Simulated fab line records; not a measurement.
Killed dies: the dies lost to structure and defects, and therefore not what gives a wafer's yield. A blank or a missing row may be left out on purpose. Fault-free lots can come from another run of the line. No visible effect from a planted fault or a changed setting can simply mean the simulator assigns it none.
Which tool did it? -- flow sky130 -- 72 wafers from 24 lots sampled at 4 of the route's 708 steps

WHAT THE GAUGES SHOWED, per wafer
SKY_CAPM_THK_MEAS_01.
lot,measured,on,CAPM_CVD_00_THK (nm)
L074,day 36 04:48,filmMetro-03,15.22 15.87 15.57
L075,day 36 11:55,filmMetro-04,15.18 15.39 15.78
L076,day 36 22:38,filmMetro-01,15.05 15.62 15.40
L077,day 37 04:41,filmMetro-04,15.19 15.72 15.64
L078,day 37 14:52,filmMetro-03,15.15 15.44 15.55
L079,day 38 05:38,filmMetro-04,15.28 15.53 15.86
L080,day 38 16:22,filmMetro-01,15.44 15.30 15.52
L081,day 38 18:14,filmMetro-01,15.51 15.84 15.38
L082,day 38 21:19,filmMetro-01,15.22 15.31 15.34
L083,day 38 21:40,filmMetro-04,15.37 15.36 15.29
L084,day 39 03:18,filmMetro-04,15.13 15.12 15.57
L085,day 39 10:59,filmMetro-03,15.56 15.63 15.78
L086,day 39 18:44,filmMetro-03,15.42 15.50 15.88
L087,day 40 01:47,filmMetro-01,15.33 15.48 15.25
L088,day 40 07:58,filmMetro-03,15.51 15.26 15.12
L089,day 40 15:40,filmMetro-03,15.05 15.44 15.67
L090,day 42 01:58,filmMetro-04,15.49 15.07 15.45
L092,day 42 03:56,filmMetro-03,15.40 15.80 15.23
L091,day 42 05:27,filmMetro-01,15.16 15.37 15.22
L093,day 42 05:28,filmMetro-03,15.29 15.16 15.52
L094,day 42 08:41,filmMetro-04,15.22 15.97 15.63
L095,day 42 12:53,filmMetro-04,15.40 15.35 15.36
L096,day 42 17:38,filmMetro-04,15.44 15.41 15.43
L097,day 42 23:17,filmMetro-01,15.41 15.35 15.52

SKY_VIA3_BOW_MEAS_03.
lot,measured,on,VIA3_BOW (um)
L074,day 38 11:43,filmMetro-04,90 99 86
L075,day 38 18:22,filmMetro-04,85 92 91
L076,day 39 04:03,filmMetro-04,96 90 90
L077,day 39 09:46,filmMetro-01,92 95 85
L078,day 39 19:38,filmMetro-04,91 72 80
L079,day 40 09:36,filmMetro-04,70 69 82
L080,day 40 19:56,filmMetro-02,80 85 74
L081,day 40 22:07,filmMetro-01,74 78 69
L082,day 41 00:50,filmMetro-02,75 78 74
L083,day 41 01:09,filmMetro-04,71 81 73
L084,day 41 06:41,filmMetro-02,92 91 88
L085,day 41 15:20,filmMetro-02,71 72 72
L086,day 41 22:19,filmMetro-01,69 77 79
L087,day 42 04:05,filmMetro-02,92 74 80
L088,day 42 10:49,filmMetro-01,86 78 83
L089,day 42 16:34,filmMetro-02,87 79 74
L090,day 44 02:12,filmMetro-02,81 86 87
L092,day 44 03:41,filmMetro-01,82 94 77
L091,day 44 04:38,filmMetro-04,81 69 89
L093,day 44 04:55,filmMetro-01,79 76 66
L094,day 44 08:19,filmMetro-01,71 72 71
L095,day 44 12:54,filmMetro-01,67 82 77
L096,day 44 16:26,filmMetro-04,71 67 67
L097,day 44 22:58,filmMetro-01,80 88 95

EACH LOT AND THE TOOL THAT RAN IT (in order: tool; ch and the chambers of the sampled wafers; start)
lot,SKY_METAL2_METAL_ETCH_19,SKY_METAL3_SPUTTER_04
L074,"rieMetal-03 ch 0,1, day 34 23:07","pvdSputter-04, day 36 04:44"
L075,"rieMetal-02 ch 1, day 35 06:34","pvdSputter-03, day 36 11:50"
L076,"rieMetal-02 ch 0,1, day 35 17:24","pvdSputter-01, day 36 22:32"
L077,"rieMetal-03 ch 0,1, day 35 23:35","pvdSputter-04, day 37 04:36"
L078,"rieMetal-02 ch 0, day 36 09:39","pvdSputter-03, day 37 14:48"
L079,"rieMetal-03 ch 0,1, day 37 00:42","pvdSputter-03, day 38 05:34"
L080,"rieMetal-02 ch 0,1, day 37 11:56","pvdSputter-03, day 38 16:17"
L081,"rieMetal-01 ch 0,1, day 37 13:48","pvdSputter-01, day 38 18:09"
L082,"rieMetal-03 ch 0,1, day 37 16:39","pvdSputter-01, day 38 21:15"
L083,"rieMetal-01 ch 0,1, day 37 16:49","pvdSputter-04, day 38 21:36"
L084,"rieMetal-02 ch 0, day 37 22:52","pvdSputter-03, day 39 03:13"
L085,"rieMetal-03 ch 0,1, day 38 07:32","pvdSputter-04, day 39 10:54"
L086,"rieMetal-03 ch 0,1, day 38 15:05","pvdSputter-03, day 39 18:38"
L087,"rieMetal-02 ch 0,1, day 38 22:19","pvdSputter-03, day 40 01:43"
L088,"rieMetal-01 ch 0,1, day 39 03:30","pvdSputter-01, day 40 07:53"
L089,"rieMetal-01 ch 0,1, day 39 12:27","pvdSputter-01, day 40 15:35"
L090,"rieMetal-01 ch 0,1, day 40 23:00","pvdSputter-03, day 42 01:54"
L092,"rieMetal-03 ch 0,1, day 41 00:42","pvdSputter-01, day 42 03:50"
L091,"rieMetal-01 ch 0,1, day 41 03:01","pvdSputter-03, day 42 05:23"
L093,"rieMetal-03 ch 0,1, day 41 03:10","pvdSputter-04, day 42 05:23"
L094,"rieMetal-03 ch 0,1, day 41 05:52","pvdSputter-04, day 42 08:37"
L095,"rieMetal-01 ch 0,1, day 41 10:02","pvdSputter-04, day 42 12:48"
L096,"rieMetal-01 ch 0,1, day 41 14:54","pvdSputter-01, day 42 17:31"
L097,"rieMetal-03 ch 0,1, day 41 21:30","pvdSputter-04, day 42 23:10"
- SKY_METAL2_METAL_ETCH_19: etches the open film in Cl2/BCl3, stops on SiO2, target depth 360 nm, time 78 s.
- SKY_METAL3_SPUTTER_04: material TiN, target thk 70 nm, time 58.3 s.

WHAT THE TOOLS THEMSELVES READ (means of the sampled wafers that have a number; where no wafer has one, the mark that the record gives instead)
SKY_METAL2_METAL_ETCH_19.
lot,tool,drypumpMotorCurrentA (A),heBacksideLeakSccm (sccm),oesProductAu (a.u.),throttleValvePct (%)
L074,rieMetal-03,5.9,3.20,0.858,22.264
L075,rieMetal-02,6.0,3.26,0.856,22.266
L076,rieMetal-02,6.2,3.30,0.857,22.264
L077,rieMetal-03,5.9,3.47,0.847,22.266
L078,rieMetal-02,6.3,3.40,0.855,22.267
L079,rieMetal-03,5.9,3.69,0.861,22.270
L080,rieMetal-02,6.2,3.37,0.862,22.275
L081,rieMetal-01,5.4,3.33,0.856,22.273
L082,rieMetal-03,5.9,3.19,0.858,22.271
L083,rieMetal-01,5.7,3.27,0.852,22.274
L084,rieMetal-02,6.3,3.29,0.859,22.265
L085,rieMetal-03,5.9,3.33,0.860,22.266
L086,rieMetal-03,5.9,3.34,0.856,22.267
L087,rieMetal-02,6.2,3.31,0.862,22.267
L088,rieMetal-01,5.4,3.34,0.847,22.264
L089,rieMetal-01,5.4,3.24,0.862,22.265
L090,rieMetal-01,5.7,3.29,0.853,22.256
L092,rieMetal-03,5.9,3.62,0.853,22.257
L091,rieMetal-01,5.7,3.36,0.853,22.262
L093,rieMetal-03,5.9,3.42,0.855,22.270
L094,rieMetal-03,5.9,3.26,0.858,22.266
L095,rieMetal-01,5.7,3.50,0.861,22.262
L096,rieMetal-01,5.4,3.40,0.856,22.264
L097,rieMetal-03,5.9,3.32,0.860,22.257

SKY_METAL3_SPUTTER_04.
lot,tool,throttleValvePct (%)
L074,pvdSputter-04,29.3
L075,pvdSputter-03,29.7
L076,pvdSputter-01,30.2
L077,pvdSputter-04,29.5
L078,pvdSputter-03,28.6
L079,pvdSputter-03,29.5
L080,pvdSputter-03,30.6
L081,pvdSputter-01,29.9
L082,pvdSputter-01,30.4
L083,pvdSputter-04,29.4
L084,pvdSputter-03,28.7
L085,pvdSputter-04,28.8
L086,pvdSputter-03,29.6
L087,pvdSputter-03,29.4
L088,pvdSputter-01,30.0
L089,pvdSputter-01,30.2
L090,pvdSputter-03,29.8
L092,pvdSputter-01,30.2
L091,pvdSputter-03,29.3
L093,pvdSputter-04,29.4
L094,pvdSputter-04,29.9
L095,pvdSputter-04,29.5
L096,pvdSputter-01,30.2
L097,pvdSputter-04,28.7

THE ANSWER, worked out from the rows above alone
Rule: the lots themselves supply what counts as usual. Put in order of their means at a reading, lots are off if they are a third of the lots or fewer, leave a main group of 4 or more, and stand apart from it by a gap of 3 or more times the standard deviation of the main group's means; of several such gaps the widest counts. A main group whose means are all the same, to the digits that the tables above print for the reading, isn't used. A lot without any number at a reading at which 4 lots or more have one is off too. The other lots that the step has rows for count as sound. Order of review: gauges by route order, followed by the tools' own readings, for which a lot's mean as printed above is used. At the first step where some lot is off, the reading lying furthest off is the one used; lots without a number count as furthest.
Nothing can be told from this: no lot is off at any reading shown.

WHAT WAS PUT IN BY THE SIMULATOR
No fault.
